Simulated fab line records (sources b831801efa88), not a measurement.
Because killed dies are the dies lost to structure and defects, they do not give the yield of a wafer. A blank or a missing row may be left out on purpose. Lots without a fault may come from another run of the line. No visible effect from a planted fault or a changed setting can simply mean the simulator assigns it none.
8D (eight disciplines) problem report, filled in by code	flow gf180mcu	the parts of the form that need people (team, actions taken, sign-off) are left out

## 1. THE PROBLEM
Across 6 wafers from 2 lots, PSD_TW at GF_PSD_TW_MEAS_11 averages 30, while fault-free wafers read 3178 with a standard deviation of 15. So: -99 or more standard deviations from the usual mean.
First observed at day 15 17:42: wafer L671.3, on film_metro-01. The record has a number at this step for 42 wafers belonging to 14 lots. The rule behind "out" and "out of limits": a value lying over 4 standard deviations away from the usual mean. The other wafers with a number count as sound.

## 2. WHAT IT IS; WHAT IT IS NOT
question	is	is not
which readings at this step	PSD_TW	-
which lots	L671, L672	L666, L667, L668, L678, L679, L680, L683, L684, L685, L687, L688, L689
which wafers of those lots	all that have a number	-
read on which gauges	film_metro-01	film_metro-02, film_metro-03
when	from day 15 17:42	up to then (9 sound wafers); but 27 sound wafers of L678, L679, L680, L683, L684, L685, L687, L688, L689 came after

## 3. WHAT RULES OUT EACH SUSPECT
Counting: a tool at a process step up to the reading stays a suspect if it ran every lot that is out and no sound lot after the first of them.
- the gauge at GF_PSD_TW_MEAS_11 is ruled out. All the wafers that are out were read on film_metro-01, but those of them that GF_PSD_STRIP_10 has rows for are out there too, on other tools.
- plasma_asher-01 at GF_NSD_STRIP_11 (strips in O2/N2): ruled out as a lasting fault. The sound lots L678, L680, L685, L687, L689 went through it after L671, its earliest lot that is out (day 14 20:49).
Left after counting: nothing in the record.

## 4. THE CAUSE (what the simulator had put in)
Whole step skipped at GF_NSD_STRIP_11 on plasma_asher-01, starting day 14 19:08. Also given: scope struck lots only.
The count ruled it out by mistake, since the rule takes a fault to strike every lot its tool runs from the start of the fault on, and this one did not do so.

## 5. SEQUENCE OF EFFECTS, ordered by route
Each row: a reading where the mean over the struck wafers with a number is more than 3 standard deviations away from the usual. Only readings whose record carries a usual standard deviation are examined. hours: median over the lots of the time between each lot's start at the first step of this table that gives one and its start at this step. sigmas: the change, counted in usual standard deviations.
hours	step	reading	usual	on struck wafers	change	sigmas
0	GF_PSD_STRIP_10	oes_product_au	0.592 a.u.	0.656	+0.064	+15
0	GF_PSD_STRIP_10	strip_time_to_endpoint_s	16.54 s	31.51	+14.97	+99 or more
0	GF_PSD_TW_MEAS_11	PSD_TW	3178	30	-3148	-99 or more
Process steps it contains:
- GF_PSD_STRIP_10: strips in O2/N2.
Readings that are blank on the struck wafers while sound wafers have them: chamber_pressure_mTorr at GF_NSD_STRIP_11; drypump_motor_current_A at GF_NSD_STRIP_11; heater_power_w at GF_NSD_STRIP_11; o2_flow_sccm at GF_NSD_STRIP_11; oes_product_au at GF_NSD_STRIP_11; strip_time_to_endpoint_s at GF_NSD_STRIP_11.
Later measuring or inspecting steps at which every struck wafer that the step has a row for has a number for every such reading, and none has moved that far: GF_V1_CD_MEAS_14.

## 6. HOW IT WOULD HAVE BEEN CAUGHT EARLIER
The first out-of-limits reading at a measuring or inspecting step in this record came at day 15 17:42, 23 hours after the fault's start at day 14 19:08.
At GF_NSD_STRIP_11 the tool's readings are blank on the struck wafers, where sound wafers have them: an empty tool record is the first sign, and it was there at once.
